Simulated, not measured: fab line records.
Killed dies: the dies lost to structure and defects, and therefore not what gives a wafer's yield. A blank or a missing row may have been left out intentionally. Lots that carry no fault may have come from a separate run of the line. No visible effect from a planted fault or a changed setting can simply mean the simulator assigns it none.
Problem report, 8D (eight disciplines) form, completed by code | flow sfq-line | the parts of the form that need people (team, actions taken, sign-off) are left out

1. WHAT WENT WRONG
At SFQ_TRILAYER_I4_CMP_CMP_100, time-to-endpoint-s averages 282 s over 6 wafers from 2 lots, while fault-free wafers read 216 s, standard deviation 6.4. That puts it +10 standard deviations away from the usual mean.
The step: polishes SiO2.
Earliest sighting: wafer L471.2 on cmp-01 at day 59 09:08. Wafers with a number at this step in the record: 42, from 14 lots. The rule behind "out" and "out of limits": a value lying over 4 standard deviations away from the usual mean. All remaining wafers that have a number are taken as sound.

2. WHAT IT IS, WHAT IT ISN'T
question                    | is                     | is not
which readings at this step | time-to-endpoint-s     | head-pressure-psi, motor-current-A
which lots                  | L471, L476             | L461, L462, L464, L466, L467, L468, L469, L470, L473, L482, L483, L484
which wafers of those lots  | all that have a number | -
read on which tools         | cmp-01                 | cmp-02
when                        | from day 59 09:08      | up to then (24 sound wafers); but 12 sound wafers of L473, L482, L483, L484 came after

3. THE SUSPECTS, EACH WITH WHAT RULES IT OUT
Counting: a tool stays on the suspect list if, at a process step up to the reading, it processed all lots that are out and no sound lot following the first of them.
- rie-metal-01 at SFQ_TRILAYER_M3_BARC_OPEN_METAL_ETCH_100 (etches BARC in O2, target depth 125 nm, time 41.7 s): ruled out as a lasting fault. The sound lots L484 went through it after L471, its earliest lot that is out (day 47 08:24).
- cmp-01 at SFQ_TRILAYER_I4_CMP_CMP_100 (polishes SiO2): ruled out as a lasting fault. The sound lots L482 went through it after L471, its earliest lot that is out (day 59 09:08).
Left after counting: nothing in the record.

4. THE CAUSE (what the simulator had put in)
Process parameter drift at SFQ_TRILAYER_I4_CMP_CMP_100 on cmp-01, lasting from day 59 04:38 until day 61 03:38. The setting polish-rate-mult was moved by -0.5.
Counting ruled it out, wrongly.

5. THE EFFECT CHAIN, in route order
Each row: a reading where the mean over the struck wafers with a number is more than 3 standard deviations away from the usual. Only readings whose record carries a usual standard deviation are examined. hours: median over the lots of the time between each lot's start at the first step of this table that gives one and its start at this step. sigmas: the change, counted in usual standard deviations.
hours | step                                  | reading            | usual      | on struck wafers | change | sigmas
0     | SFQ_TRILAYER_I4_CMP_CMP_100           | time-to-endpoint-s | 216 s      | 282              | +66    | +10
3     | SFQ_TRILAYER_I4_METRO_MEASURE_101     | thk-nm             | 200.1 nm   | 307.2            | +107.1 | +99 or more
66    | SFQ_TRILAYER_I4_VIA_ETCH_VIA_ETCH_106 | oes-product-au     | 0.854 a.u. | 0.992            | +0.138 | +28
Its process steps:
- SFQ_TRILAYER_I4_CMP_CMP_100: polishes SiO2.
- SFQ_TRILAYER_I4_METRO_MEASURE_101
- SFQ_TRILAYER_I4_VIA_ETCH_VIA_ETCH_106: etches SiO2 in CHF3, stops on Nb, target depth 260 nm.
Later steps that measure or inspect, where all struck wafers having a row at the step show a number for every such reading and not one has moved that far: SFQ_I6_BOW_MEAS_941.

6. HOW IT WOULD HAVE BEEN CAUGHT EARLIER
The fault began at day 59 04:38; the first out-of-limits reading in this record came at day 59 09:08, 4 hours later.
